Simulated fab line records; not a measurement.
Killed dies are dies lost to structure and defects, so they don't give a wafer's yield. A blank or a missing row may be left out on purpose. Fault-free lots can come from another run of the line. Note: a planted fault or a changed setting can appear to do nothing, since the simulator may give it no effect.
2 desks looking at one fault ; flow sky130 ; only its own numbers are on each desk; what lay behind them is given at the end

FOR THE TOOL OWNER'S DESK: plasma asher-01
The tool's own readings at SKY_LDD_HVN_STRIP_09 (strips in O2/N2): means of the sampled wafers that have a number, for each lot that ran on this tool. A lot is out of limits, marked OUT, if its mean lies more than 4 standard deviations from the usual mean; the brackets give that distance.
Columns: A = drypump motor current A at SKY_LDD_HVN_STRIP_09, usual 5.9 A; B = oes product au at SKY_LDD_HVN_STRIP_09, usual 0.408 a.u.; C = strip time to endpoint s at SKY_LDD_HVN_STRIP_09, usual 4.136 s
lot;first seen here;A;B;C
L217;day 21 03:17;6.0;0.412;4.122
L220;day 22 05:09;5.7;0.409;4.150
L221;day 22 13:01;5.7;0.407;3.734 (-29) OUT
L225;day 24 02:56;5.7;0.407;3.721 (-30) OUT
L233;day 27 01:57;6.0;0.410;4.145
L234;day 27 03:57;5.7;0.406;4.131
L235;day 27 13:59;5.8;0.408;4.142
This desk's finding: out of limits on L221, L225; first on L221, day 22 13:01 (strip time to endpoint s at SKY_LDD_HVN_STRIP_09). Within limits: L217, L220, L233, L234, L235.

AT THE METROLOGY DESK
What the gauges read for every lot (on any tool): the sampled wafers with a number, averaged. A lot is out of limits, marked OUT, if its mean lies more than 4 standard deviations from the usual mean; the brackets give that distance.
Columns: A = POLY_GATE_TW at SKY_RES_PROTECT_TW_MEAS_08, usual 4058; B = cd nm at SKY_POLY_GATE_CD_MEAS_13, usual 149.7 nm; C = LDD_HVN_TW at SKY_LDD_HVN_TW_MEAS_10, usual 1428
lot;first seen here;A;B;C
L215;day 15 05:39;4015;149.1;1422
L216;day 15 11:35;3980;150.8;1424
L217;day 15 19:37;4096;149.1;1422
L220;day 16 19:36;4124;150.1;1418
L221;day 17 04:08;4021;150.0;1425
L222;day 17 18:32;4001;150.7;1420
L225;day 18 17:56;4135;151.3;1436
L229;day 20 13:16;4144;149.9;1415
L230;day 20 23:03;4002;147.3;1433
L231;day 21 00:18;4127;147.5;1441
L232;day 21 13:23;4124;148.1;1439
L233;day 21 19:49;4036;152.2;1429
L234;day 21 23:26;4048;149.0;1424
L235;day 22 10:28;4032;149.5;1430
Result from this desk: across the 14 lots, nothing is out of limits.

BROUGHT TOGETHER
An alarm could have come from the tool owner's desk at day 22 13:01, on L221, L225.
The metrology desk saw nothing out of limits.
The metrology desk has L221, L225 on record, within its limits.
Of the lots named, all ran SKY_LDD_HVN_STRIP_09 on plasma asher-01.

WHAT WAS PUT IN BY THE SIMULATOR
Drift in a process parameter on plasma asher-01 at SKY_LDD_HVN_STRIP_09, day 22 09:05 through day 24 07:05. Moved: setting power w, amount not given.
Lots struck among those shown: L221, L225.
Delay in hours, fault start to first out-of-limits reading, by desk: the tool owner's desk at 4.
